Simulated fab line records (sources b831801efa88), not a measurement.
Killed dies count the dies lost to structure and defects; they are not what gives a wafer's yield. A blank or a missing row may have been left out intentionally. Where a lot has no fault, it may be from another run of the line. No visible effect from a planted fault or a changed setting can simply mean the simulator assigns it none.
Matching of chambers :: flow sky130 :: 4 sister chambers for SKY_CONTACT_CMP_04 on cmp-02
The step polishes SiO2. 8 wafers are shown with their chamber, then 10 later ones without.

## WAFERS, EACH WITH ITS CHAMBER
wafer: L592.1
chamber: 0
motorCurrentA (A): 12.0
timeToEndpointS (s): 79

wafer: L593.5
chamber: 3
motorCurrentA (A): 12.0
timeToEndpointS (s): 82

wafer: L595.5
chamber: 0
motorCurrentA (A): 11.4
timeToEndpointS (s): 85

wafer: L597.3
chamber: 1
motorCurrentA (A): 13.6
timeToEndpointS (s): 85

wafer: L597.4
chamber: 3
motorCurrentA (A): 11.8
timeToEndpointS (s): 81

wafer: L597.6
chamber: 2
motorCurrentA (A): 13.6
timeToEndpointS (s): 88

wafer: L598.2
chamber: 2
motorCurrentA (A): 12.4
timeToEndpointS (s): 89

wafer: L598.3
chamber: 1
motorCurrentA (A): 13.7
timeToEndpointS (s): 82

## WAFERS WHOSE CHAMBER IS MISSING
wafer: L598.6
motorCurrentA (A): 12.3
timeToEndpointS (s): 84

wafer: L599.1
motorCurrentA (A): 12.8
timeToEndpointS (s): 91

wafer: L599.5
motorCurrentA (A): 14.3
timeToEndpointS (s): 83

wafer: L599.6
motorCurrentA (A): 11.3
timeToEndpointS (s): 89

wafer: L603.4
motorCurrentA (A): 13.0
timeToEndpointS (s): 88

wafer: L603.5
motorCurrentA (A): 14.0
timeToEndpointS (s): 86

wafer: L603.6
motorCurrentA (A): 11.4
timeToEndpointS (s): 86

wafer: L605.2
motorCurrentA (A): 11.6
timeToEndpointS (s): 85

wafer: L605.3
motorCurrentA (A): 13.4
timeToEndpointS (s): 90

wafer: L605.5
motorCurrentA (A): 11.7
timeToEndpointS (s): 82

## EACH ONE'S CHAMBER
wafer: L598.6
from the rows above: can't be placed: 3 or 0 or 2 or 1
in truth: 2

wafer: L599.1
from the rows above: 2
in truth: 2

wafer: L599.5
from the rows above: 1
in truth: 1

wafer: L599.6
from the rows above: can't be placed: 0 or 3 or 2
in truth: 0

wafer: L603.4
from the rows above: 2
in truth: 2

wafer: L603.5
from the rows above: can't be placed: 1 or 2
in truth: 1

wafer: L603.6
from the rows above: can't be placed: 0 or 3 or 2
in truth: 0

wafer: L605.2
from the rows above: can't be placed: 0 or 3 or 2
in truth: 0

wafer: L605.3
from the rows above: can't be placed: 2 or 1
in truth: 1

wafer: L605.5
from the rows above: can't be placed: 0 or 3
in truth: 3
Correct placement for 3 of the 10. Cannot be placed on the basis of these rows: 7; the candidates contain the true chamber in 7. Placed wrongly: 0.
How it was worked out, from the rows above alone: a wafer's distance from a chamber is the root of the sum, over the readings, of the square of ((its reading less the chamber's mean) divided by the reading's scatter). If the next closest chamber is less than 2 further off than the closest, the wafer can't be placed; otherwise it belongs to the closest. The mean given for a chamber averages the wafers shown for that chamber. The scatter: the root of (the sum of the squares of (reading less its chamber's mean) over the shown wafers, divided by (wafers less chambers)).
